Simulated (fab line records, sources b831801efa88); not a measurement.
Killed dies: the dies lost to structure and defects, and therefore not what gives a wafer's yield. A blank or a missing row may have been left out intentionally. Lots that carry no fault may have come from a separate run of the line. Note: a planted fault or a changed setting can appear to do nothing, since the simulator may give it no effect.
The tool behind it: which one? | flow gf180mcu | 6 lots, 18 wafers sampled, at 3 steps of a route of 602

== WHAT THE GAUGES READ, wafer by wafer ==
GF_HV_LDD_RS_MEAS_53: the measuring method here is four-point-probe.
lot  | measured     | on           | HV_LDD_RS (ohm/sq)
L312 | day 13 11:34 | filmMetro-04 | 418.7 418.3 418.6
L314 | day 13 21:06 | filmMetro-02 | 417.5 417.4 417.4
L318 | day 15 03:45 | filmMetro-01 | 418.6 418.2 419.3
L323 | day 17 00:52 | filmMetro-04 | 421.1 421.4 420.9
L325 | day 17 09:22 | filmMetro-01 | 423.7 423.9 423.7
L332 | day 19 21:31 | filmMetro-01 | 419.5 419.2 418.3

== TOOL THAT RAN EACH LOT (tool first, then ch and the chambers of the sampled wafers, then the start) ==
lot  | GF_HV_LDD_STRIP_22                  | GF_HV_LDD_IMPLANT_35
L312 | plasmaAsher-03 ch 0,1, day 11 18:53 | implanter-01 ch 0, day 12 14:52
L314 | plasmaAsher-01 ch 0,1, day 12 04:06 | implanter-04 ch 0, day 13 00:06
L318 | plasmaAsher-04 ch 0,1, day 13 09:38 | implanter-04 ch 0, day 14 05:48
L323 | plasmaAsher-01 ch 0,1, day 15 03:50 | implanter-03 ch 0, day 16 02:03
L325 | plasmaAsher-03 ch 1, day 15 11:26   | implanter-03 ch 0, day 16 09:10
L332 | plasmaAsher-01 ch 0,1, day 17 19:35 | implanter-01 ch 0, day 18 20:04
- GF_HV_LDD_STRIP_22: strips in O2/N2.
- GF_HV_LDD_IMPLANT_35

== THE ANSWER, worked out from the rows above alone ==
Rule: the usual values come from the lots themselves. The widest of any qualifying gaps counts: lots, ordered by their means at a reading, are off when they make up no more than a third of the lots, leave a main group of 4 or more, and stand apart from it by 3 or more times the standard deviation of that group's means. A main group is skipped when, at the precision printed for the reading in the tables above, its means are all equal. Also off: a lot with no number at a reading for which 4 or more lots have one. All remaining lots with rows at the step are treated as sound.
Off: L323, L325, seen at GF_HV_LDD_RS_MEAS_53 (HV_LDD_RS). Mean 418.4 ohm/sq and standard deviation 0.59 in the main group.
If a tool, at a process step before that reading, ran all the lots that are off and no sound lot after the first of them, it fits. The gauges at GF_HV_LDD_RS_MEAS_53 are tried like those tools. One fits: GF_HV_LDD_IMPLANT_35 on implanter-03. It ran no sound lot before its first lot that is off in this sample, so the start can't be narrowed down.

== WHAT HAD BEEN PUT IN BY THE SIMULATOR ==
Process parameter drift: implanter-03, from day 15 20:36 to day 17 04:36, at GF_HV_LDD_IMPLANT_35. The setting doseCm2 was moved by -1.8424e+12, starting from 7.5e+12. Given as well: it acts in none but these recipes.
Lots struck among those shown: L323, L325. The same result came from the rule above.
